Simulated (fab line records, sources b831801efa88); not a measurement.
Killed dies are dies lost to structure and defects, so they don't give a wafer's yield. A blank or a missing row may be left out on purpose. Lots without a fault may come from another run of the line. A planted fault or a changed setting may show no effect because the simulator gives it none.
Problem report in the 8D (eight disciplines) form, filled by code | flow sky130 | the parts of the form that need people (team, actions taken, sign-off) are left out

1. THE PROBLEM
n2_flow_sccm at SKY_LDD_HVN_STRIP_09 reads a mean of 239.5 sccm on 3 wafers of 2 lots; wafers without a fault read 300.0 sccm with a standard deviation of 0.91. That is -66 standard deviations from the usual mean.
The step: strips in O2/N2.
First seen on wafer L380.4, day 24 12:43, on plasma_asher-03. The record holds 36 wafers of 12 lots with a number at this step. Rule for "out", or "out of limits": more than 4 standard deviations from the usual mean. The other wafers with a number count as sound.

2. WHAT IT IS AND WHAT IT IS NOT
question                    | is                     | is not
which readings at this step | n2_flow_sccm           | drypump_motor_current_A, strip_time_to_endpoint_s
which lots                  | L380, L381             | L370, L371, L372, L373, L377, L386, L388, L390, L391, L392
which wafers of those lots  | L380.4, L381.2, L381.3 | L380.2, L380.3, L381.1
read on which tools         | plasma_asher-03        | plasma_asher-01, plasma_asher-02
when                        | from day 24 12:43      | up to then (17 sound wafers); but 16 sound wafers of L381, L386, L388, L390, L391, L392 came after

3. SUSPECTS, AND WHAT RULES EACH OUT
Counting: a tool at a process step up to the reading stays a suspect if it ran every lot that is out. Sound lots after the first of them don't rule it out here, since some wafers of a struck lot are sound.
- plasma_asher-03 at SKY_LDD_HVN_STRIP_09 (strips in O2/N2): kept. It ran every lot that is out, first L380 (day 24 12:43); its last sound lot up to then is L371 (day 20 22:47). Its own readings are out on those wafers: n2_flow_sccm.
- Within plasma_asher-03 at SKY_LDD_HVN_STRIP_09: the wafers that are out ran in chamber 0; their sound lot-mates ran in chamber 1.
Left after counting: plasma_asher-03 at SKY_LDD_HVN_STRIP_09.

4. THE CAUSE (what the simulator had put in)
Process parameter drift: plasma_asher-03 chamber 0, from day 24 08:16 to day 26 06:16, at SKY_LDD_HVN_STRIP_09. Setting n2_flow_sccm, moved by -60, from 300. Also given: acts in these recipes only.
Counting left only this tool.

5. THE CHAIN OF EFFECTS, in route order
Each row: a reading whose mean over the struck wafers that have a number lies more than 3 standard deviations from the usual. Only readings for which the record gives a usual standard deviation are gone through. hours: the time from each lot's start at the first step in this table that gives one to its start at this step, as a median over the lots. sigmas: the change in usual standard deviations.
hours | step                 | reading      | usual      | on struck wafers | change | sigmas
0     | SKY_LDD_HVN_STRIP_09 | n2_flow_sccm | 300.0 sccm | 239.5            | -60.5  | -66
The process steps in it:
- SKY_LDD_HVN_STRIP_09: strips in O2/N2.
Later measuring or inspecting steps at which every struck wafer that the step has a row for has a number for every such reading, and none has moved that far: SKY_LDD_HVP_TW_MEAS_10.

6. WHAT WOULD HAVE CAUGHT IT SOONER
In this record the first reading out of limits was taken at day 24 12:43, 4 hours after the fault began at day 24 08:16.
